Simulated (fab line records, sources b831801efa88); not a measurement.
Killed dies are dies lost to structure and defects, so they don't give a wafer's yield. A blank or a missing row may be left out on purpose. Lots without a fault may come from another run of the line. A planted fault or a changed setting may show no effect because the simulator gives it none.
Which tool did it? | flow gf180mcu | 6 lots, 18 wafers sampled, at 3 steps of a route of 602

WHAT THE GAUGES READ, wafer by wafer
GF_VT_IMPLANT_TW_MEAS_43.
lot  | measured     | on            | VT_IMPLANT_4_TW
L201 | day 9 00:53  | film_metro-02 | 684 689 685
L207 | day 10 08:01 | film_metro-04 | 30 31 30 30 30 30
L209 | day 11 05:08 | film_metro-03 | 30 30 30 30 30 30
L214 | day 12 10:35 | film_metro-03 | 691 685 689
L216 | day 13 03:06 | film_metro-02 | 691 690 693
L220 | day 14 10:15 | film_metro-02 | 684 685 687

WHICH TOOL RAN EACH LOT (tool, then ch and the chambers of the sampled wafers, then the start)
lot  | GF_VT_IMPLANT_STRIP_31               | GF_VT_IMPLANT_STRIP_42
L201 | plasma_asher-01 ch 0, day 8 07:12    | plasma_asher-01 ch 0, day 9 00:47
L207 | plasma_asher-01 ch 0, day 9 13:12    | plasma_asher-01 ch 0,1, day 10 07:54
L209 | plasma_asher-01 ch 0,1, day 10 10:05 | plasma_asher-03 ch 0,1, day 11 05:02
L214 | plasma_asher-02 ch 0,1, day 11 14:32 | plasma_asher-01 ch 0,1, day 12 10:29
L216 | plasma_asher-01 ch 0,1, day 12 06:38 | plasma_asher-02 ch 0,1, day 13 02:59
L220 | plasma_asher-01 ch 0,1, day 13 12:50 | plasma_asher-02 ch 0,1, day 14 10:08
- GF_VT_IMPLANT_STRIP_31: strips in O2/N2.
- GF_VT_IMPLANT_STRIP_42: strips in O2/N2.

THE ANSWER, worked out from the rows above alone
Rule: what is usual is taken from the lots themselves. Put in order of their means at a reading, lots are off if they are a third of the lots or fewer, leave a main group of 4 or more, and stand apart from it by a gap of 3 or more times the standard deviation of the main group's means; of several such gaps the widest counts. A main group whose means are all the same, to the digits that the tables above print for the reading, isn't used. A lot without any number at a reading at which 4 lots or more have one is off too. The other lots that the step has rows for count as sound.
Off: L207, L209, at GF_VT_IMPLANT_TW_MEAS_43 (VT_IMPLANT_4_TW). The main group: mean 688, standard deviation 2.3.
A tool fits if, at a process step before that reading, it ran every lot that is off, and no sound lot after the first of them. The gauges at GF_VT_IMPLANT_TW_MEAS_43 are tried like those tools. None of those tried fits.

WHAT THE SIMULATOR HAD PUT IN
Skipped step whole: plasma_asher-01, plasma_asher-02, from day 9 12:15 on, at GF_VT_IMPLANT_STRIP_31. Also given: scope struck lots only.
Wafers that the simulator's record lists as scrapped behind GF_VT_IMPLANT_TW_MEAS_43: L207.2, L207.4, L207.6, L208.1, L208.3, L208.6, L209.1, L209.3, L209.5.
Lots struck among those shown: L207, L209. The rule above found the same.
